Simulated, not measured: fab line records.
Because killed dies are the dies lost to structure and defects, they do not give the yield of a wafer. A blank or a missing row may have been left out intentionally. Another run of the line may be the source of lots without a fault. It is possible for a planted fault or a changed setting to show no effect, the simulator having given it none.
Which tool did it? | flow gf180mcu | 11 lots with 33 wafers sampled at 4 steps, on a route of 602 steps

WHAT THE GAUGES READ, wafer by wafer
GF_V2_THK_MEAS_01.
lot  | measured     | on            | V2_CVD_00_THK (nm)
L999 | day 20 18:43 | film metro-03 | 596 596 599
L104 | day 22 14:32 | film metro-04 | 584 598 587
L105 | day 22 21:25 | film metro-03 | 598 591 592
L106 | day 23 08:53 | film metro-04 | 598 605 612
L111 | day 24 18:34 | film metro-02 | 605 611 607
L112 | day 25 03:52 | film metro-03 | 587 607 594
L113 | day 25 14:44 | film metro-03 | 591 586 585
L114 | day 25 21:49 | film metro-03 | 578 583 581
L115 | day 26 01:23 | film metro-03 | 588 580 583
L117 | day 26 17:30 | film metro-02 | 601 606 603
L118 | day 27 09:02 | film metro-03 | 606 609 612

GF_M3_THK_MEAS_06: measures by xrf.
lot  | measured     | on            | M3_ALCU_THK (nm)
L999 | day 21 20:11 | film metro-01 | 460 452 456
L104 | day 23 15:23 | film metro-01 | 453 456 456
L105 | day 23 22:47 | film metro-04 | 451 457 454
L106 | day 24 09:02 | film metro-01 | 450 450 449
L111 | day 25 18:28 | film metro-03 | 456 455 456
L112 | day 26 02:41 | film metro-03 | 455 452 451
L113 | day 26 13:47 | film metro-03 | 458 453 448
L114 | day 26 21:15 | film metro-01 | 445 452 448
L115 | day 27 00:30 | film metro-04 | 453 452 454
L117 | day 27 16:32 | film metro-01 | 450 452 456
L118 | day 28 07:04 | film metro-01 | 450 446 449

GF_V3_THK_MEAS_03.
lot  | measured     | on            | V3_CVD_02_THK (nm)
L999 | day 22 19:38 | film metro-03 | 861 847 883
L104 | day 24 13:53 | film metro-02 | 907 895 915 907 894 916
L105 | day 24 21:56 | film metro-02 | 891 901 894 891 901 894
L106 | day 25 07:49 | film metro-01 | 887 893 911 886 893 910
L111 | day 26 16:00 | film metro-02 | 832 861 855
L112 | day 27 00:00 | film metro-02 | 835 849 838
L113 | day 27 10:31 | film metro-01 | 831 856 855
L114 | day 27 18:18 | film metro-01 | 864 854 862
L115 | day 27 21:53 | film metro-03 | 835 854 851
L117 | day 28 13:13 | film metro-03 | 836 854 865
L118 | day 29 03:42 | film metro-01 | 840 838 830

WHICH TOOL RAN EACH LOT (tool, then ch and the chambers of the sampled wafers, then the start)
lot  | GF_V3_CVD_02
L999 | pecvd-04 ch 1,2, day 22 19:34
L104 | pecvd-04 ch 0,1, day 24 13:49
L105 | pecvd-04 ch 0,1,2, day 24 21:52
L106 | pecvd-04 ch 0,2, day 25 07:44
L111 | pecvd-03 ch 0,1, day 26 15:55
L112 | pecvd-02 ch 1,2, day 26 23:55
L113 | pecvd-03 ch 0,1,2, day 27 10:26
L114 | pecvd-04 ch 0,1,2, day 27 18:14
L115 | pecvd-03 ch 1,2, day 27 21:49
L117 | pecvd-03 ch 0,1,2, day 28 13:08
L118 | pecvd-03 ch 0,1,2, day 29 03:38
- GF_V3_CVD_02: deposits SiO2 from TEOS, target thk 850 nm, time 94.851 s.

WHAT THE TOOLS THEMSELVES READ (means of the sampled wafers that have a number; where no wafer has one, the mark that the record gives instead)
GF_V3_CVD_02.
lot  | tool     | heater power w (W) | susceptor temp C (C)
L999 | pecvd-04 | 788                | 399.67
L104 | pecvd-04 | 676                | 399.95
L105 | pecvd-04 | 677                | 400.20
L106 | pecvd-04 | 657                | 400.31
L111 | pecvd-03 | 572                | 400.08
L112 | pecvd-02 | 647                | 400.04
L113 | pecvd-03 | 628                | 399.84
L114 | pecvd-04 | 696                | 400.26
L115 | pecvd-03 | 582                | 400.16
L117 | pecvd-03 | 624                | 399.85
L118 | pecvd-03 | 621                | 399.98

THE ANSWER, worked out from the rows above alone
Rule: what is usual is taken from the lots themselves. Put in order of their means at a reading, lots are off if they are a third of the lots or fewer, leave a main group of 4 or more, and stand apart from it by a gap of 3 or more times the standard deviation of the main group's means; of several such gaps the widest counts. Not used: any main group whose means are identical at the precision the tables above print for the reading. A lot without any number at a reading at which 4 lots or more have one is off too. Where the step has rows for the other lots, those lots are counted as sound. After the gauges, taken in route order, come the tools' own readings; for these a lot's mean is taken, as printed above. At the first step where some lot is off, the reading lying furthest off is the one used; lots without a number count as furthest.
Off: at GF_V3_THK_MEAS_03 (V3_CVD_02_THK), L104, L105, L106. The main group: mean 849 nm, standard deviation 8.6.
If a tool, at a process step before that reading, ran all the lots that are off and no sound lot after the first of them, it fits. Those tools and the gauges at GF_V3_THK_MEAS_03 are tried in the same way. No candidate that was tried fits.

WHAT WAS PUT IN BY THE SIMULATOR
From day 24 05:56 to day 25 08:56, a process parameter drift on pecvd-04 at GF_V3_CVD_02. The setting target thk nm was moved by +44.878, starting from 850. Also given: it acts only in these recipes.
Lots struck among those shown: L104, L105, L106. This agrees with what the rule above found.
